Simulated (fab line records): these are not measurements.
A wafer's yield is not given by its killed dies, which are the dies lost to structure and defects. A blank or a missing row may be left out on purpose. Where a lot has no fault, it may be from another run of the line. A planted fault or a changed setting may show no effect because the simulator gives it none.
Struck lot and sound lot, side by side :: flow sky130 :: 43 out of 708 route steps
Sound: these wafers, L747.2, L747.5, L747.6. Wafers struck: L764.1, L764.5, L764.6. The cause is given at the end.
At each step with rows: each side's tool, then ch and its chambers, then its first start. Under that, the readings that differ: sound wafers :: struck wafers :: difference of the means :: sigmas: that difference in standard deviations of wafers without a fault.
alike: words and numbers the same on both sides, and readings whose means are apart by under 2 such deviations; not compared: readings that were withheld, readings missing a value for some wafer, numbers with overlapping values and no deviation given by the record, and bounds like >300 which may hide the same value.
A row with sigmas, a row that says differs or no value, or rows on one side alone: a step with any of these is where the two part. When numbers do not overlap yet have no deviation, they are printed without sigmas and do not part them. Lack of a reading on every wafer of one side parts them only where that side has two or more wafers.

first, 4 steps without rows for these wafers: SKY_LDD_LDN_SOFTBAKE_03 (time 60 s); SKY_LDD_LDN_EXPOSE_04 (exposes mask LDNTM, target cd 700 nm); SKY_LDD_LDN_PEB_05; SKY_LDD_LDN_DEVELOP_06 (develop time 60 s).
SKY_LDD_LDN_OVL_MEAS_07:
  sound: overlay-01 at day 25 00:32; struck: overlay-02 at day 30 13:04
  alike: LDD_LDN_OVL
then, 4 steps without rows for these wafers: SKY_LDD_LDN_IMPLANT_08; SKY_LDD_LDN_IMPLANT_09; SKY_LDD_LDN_IMPLANT_10; SKY_LDD_LDN_IMPLANT_11.
SKY_LDD_LDN_STRIP_12: strips in O2/N2.
  sound on plasma-asher-04 ch 0,1, day 25 01:10; struck on plasma-asher-03 ch 0,1, day 30 13:43
reading: drypump-motor-current-A (A)
sound: 5.0 5.0 5.7
struck: 6.0 6.0 5.9
difference: +0.7
sigmas: +2
  alike: o2-flow-sccm, oes-product-au, strip-time-to-endpoint-s
  not compared: rf-hours-counter-h
SKY_LDD_LDN_TW_MEAS_13:
  sound: film-metro-01 at day 25 01:16; struck: film-metro-01 at day 30 13:49
  alike: LDD_LDN_TW
then, 1 step without rows for these wafers: SKY_LDD_LDN_CLEAN_14 (cleans in SC1/SC2, time 150 s).
SKY_SPACER_CVD_00: deposits Si3N4 from DCS/NH3, target thk 43.1 nm, time 740 s.
  sound on lpcvd-02 ch 1, day 25 01:34; struck on lpcvd-02 ch 1, day 30 13:55
reading: spike-tc-bottom-C (C)
sound: 789.8 788.1 787.2
struck: 781.9 781.4 783.0
difference: -6.3
sigmas: -3

reading: spike-tc-centre-C (C)
sound: 771.8 768.3 771.1
struck: 765.2 763.8 766.0
difference: -5.4
sigmas: -5

reading: spike-tc-lower-C (C)
sound: 772.4 772.6 771.5
struck: 812.0 812.2 814.0
difference: +40.6
sigmas: +37

reading: zone-power-centre-pct (%)
sound: 13.1 13.2 13.0
struck: 7.8 7.8 7.7
difference: -5.3
sigmas: -13

reading: zone-power-lower-pct (%)
sound: 15.0 15.0 15.1
struck: 29.0 28.3 28.4
difference: +13.5
sigmas: +11

reading: model.Si3N4_of_SPACER_CVD_00.thk-nm (nm)
sound: 42.79 43.03 43.18
struck: 54.6 45.68 44.75
difference: +5.3
sigmas: 
  alike: spike-tc-top-C, zone-power-top-pct
SKY_SPACER_THK_MEAS_01:
  sound: film-metro-02 at day 25 02:47; struck: film-metro-02 at day 30 15:07
reading: SPACER_CVD_00_THK (nm)
sound: 42.8 43.1 43.2
struck: 54.6 45.6 44.8
difference: +5.3
sigmas: +14
SKY_SPACER_ETCHBACK_02: etches Si3N4 in CH3F/O2, stops on SiO2, time 46.7 s, target depth 45 nm.
  sound on rie-diel-02 ch 0,2,3, day 25 02:50; struck on rie-diel-02 ch 2,3, day 30 15:11
reading: oes-product-au (a.u.)
sound: 0.851 0.855 0.853
struck: 0.984 0.878 0.874
difference: +0.059
sigmas: +9

reading: model.etch.depth-nm (nm)
sound: 42.79 43.03 43.18
struck: 54.6 45.68 44.75
difference: +5.3
sigmas: 
  alike: drypump-motor-current-A, throttle-valve-pct
  not compared: rf-hours-counter-h
then, 8 steps without rows for these wafers: SKY_POLY_CUT_DEHYDRATE_00 (time 60 s); SKY_POLY_CUT_HMDS_01 (prime time 60 s); SKY_POLY_CUT_COAT_02 (resist thk 60 nm); SKY_POLY_CUT_COAT_03 (resist thk 450 nm); SKY_POLY_CUT_SOFTBAKE_04 (time 90 s); SKY_POLY_CUT_EXPOSE_05 (exposes mask NPCM, target cd 270 nm); SKY_POLY_CUT_PEB_06; SKY_POLY_CUT_DEVELOP_07 (develop time 60 s).
SKY_POLY_CUT_CD_MEAS_08: the cd target is 270 nm.
  sound: cd-sem-01 at day 26 07:16; struck: cd-sem-02 at day 31 19:22
  alike: cd-nm
SKY_POLY_CUT_OVL_MEAS_09:
  sound: overlay-02 at day 26 07:22; struck: overlay-02 at day 31 19:29
  alike: POLY_CUT_OVL
SKY_POLY_CUT_ETCH_10: etches BARC in N2/H2, stops on SiO2, time 45.9 s, target depth 60 nm.
  sound on rie-diel-04 ch 1,2, day 26 07:24; struck on rie-diel-04 ch 0,1,3, day 31 19:31
  alike: drypump-motor-current-A, oes-product-au, throttle-valve-pct
  not compared: rf-hours-counter-h
SKY_POLY_CUT_ETCH_11: etches Si3N4 in CF4/CH2F2/Ar, stops on poly-Si, time 42.5 s, target depth 60 nm.
  sound on rie-diel-04 ch 1,2, day 26 07:26; struck on rie-diel-04 ch 0,1,3, day 31 19:33
  alike: ch2f2-flow-sccm, drypump-motor-current-A, oes-product-au, throttle-valve-pct
  not compared: rf-hours-counter-h
SKY_POLY_CUT_STRIP_12: strips in O2/N2.
  sound on plasma-asher-02 ch 0,1, day 26 07:29; struck on plasma-asher-02 ch 0,1, day 31 19:35
  alike: drypump-motor-current-A, o2-flow-sccm, oes-product-au, strip-time-to-endpoint-s
  not compared: rf-hours-counter-h
then, 7 steps without rows for these wafers: SKY_SD_P_DEHYDRATE_00 (time 60 s); SKY_SD_P_HMDS_01 (prime time 60 s); SKY_SD_P_COAT_02 (resist thk 1140 nm); SKY_SD_P_SOFTBAKE_03 (time 60 s); SKY_SD_P_EXPOSE_04 (exposes mask PSDM, target cd 380 nm); SKY_SD_P_PEB_05; SKY_SD_P_DEVELOP_06 (develop time 60 s).
SKY_SD_P_CD_MEAS_07: the cd target is 380 nm.
  sound: cd-sem-01 at day 27 11:58; struck: cd-sem-02 at day 32 22:27
  alike: cd-nm
SKY_SD_P_OVL_MEAS_08:
  sound: overlay-01 at day 27 12:04; struck: overlay-01 at day 32 22:34
  alike: SD_P_OVL
next, for these wafers, 1 step has no rows: SKY_SD_P_IMPLANT_09.
SKY_SD_P_STRIP_10: strips in O2/N2.
  sound on plasma-asher-04 ch 0,1, day 27 12:15; struck on plasma-asher-04 ch 0,1, day 32 22:45
  alike: drypump-motor-current-A, o2-flow-sccm, oes-product-au, strip-time-to-endpoint-s
  not compared: rf-hours-counter-h
SKY_SD_P_TW_MEAS_11:
  sound: film-metro-01 at day 27 12:22; struck: film-metro-03 at day 32 22:51
  alike: SD_P_TW
then, 2 steps without rows for these wafers: SKY_RES_XHIGH_DEHYDRATE_00 (time 60 s); SKY_RES_XHIGH_HMDS_01 (prime time 60 s).
-- the record jumps here: 2 days lie between the struck wafers' starts before and after (it left off in module RES_XHIGH and takes up again in module SALICIDE, whose first step shown is number 361 of the route) --
SKY_SALICIDE_CLEAN_00: cleans in HF-last, time 30 s.
  sound on wet-bench-03 ch 3, day 29 21:08; struck on wet-bench-03 ch 3, day 35 04:24
reading: model.Si3N4_of_SPACER_CVD_00.thk-nm (nm)
sound: 41.8 42.05 42.2
struck: 53.64 44.73 43.79
difference: +5.37
sigmas: 

## WHERE THEY PART
Earliest at SKY_LDD_LDN_STRIP_12; latest, in this record, at SKY_SPACER_ETCHBACK_02. Later steps at which nothing parts them and some readings are alike: SKY_POLY_CUT_CD_MEAS_08, SKY_POLY_CUT_OVL_MEAS_09, SKY_POLY_CUT_ETCH_10, SKY_POLY_CUT_ETCH_11, SKY_POLY_CUT_STRIP_12, SKY_SD_P_CD_MEAS_07, SKY_SD_P_OVL_MEAS_08, SKY_SD_P_STRIP_10, SKY_SD_P_TW_MEAS_11.

WHY: what the simulator had put in
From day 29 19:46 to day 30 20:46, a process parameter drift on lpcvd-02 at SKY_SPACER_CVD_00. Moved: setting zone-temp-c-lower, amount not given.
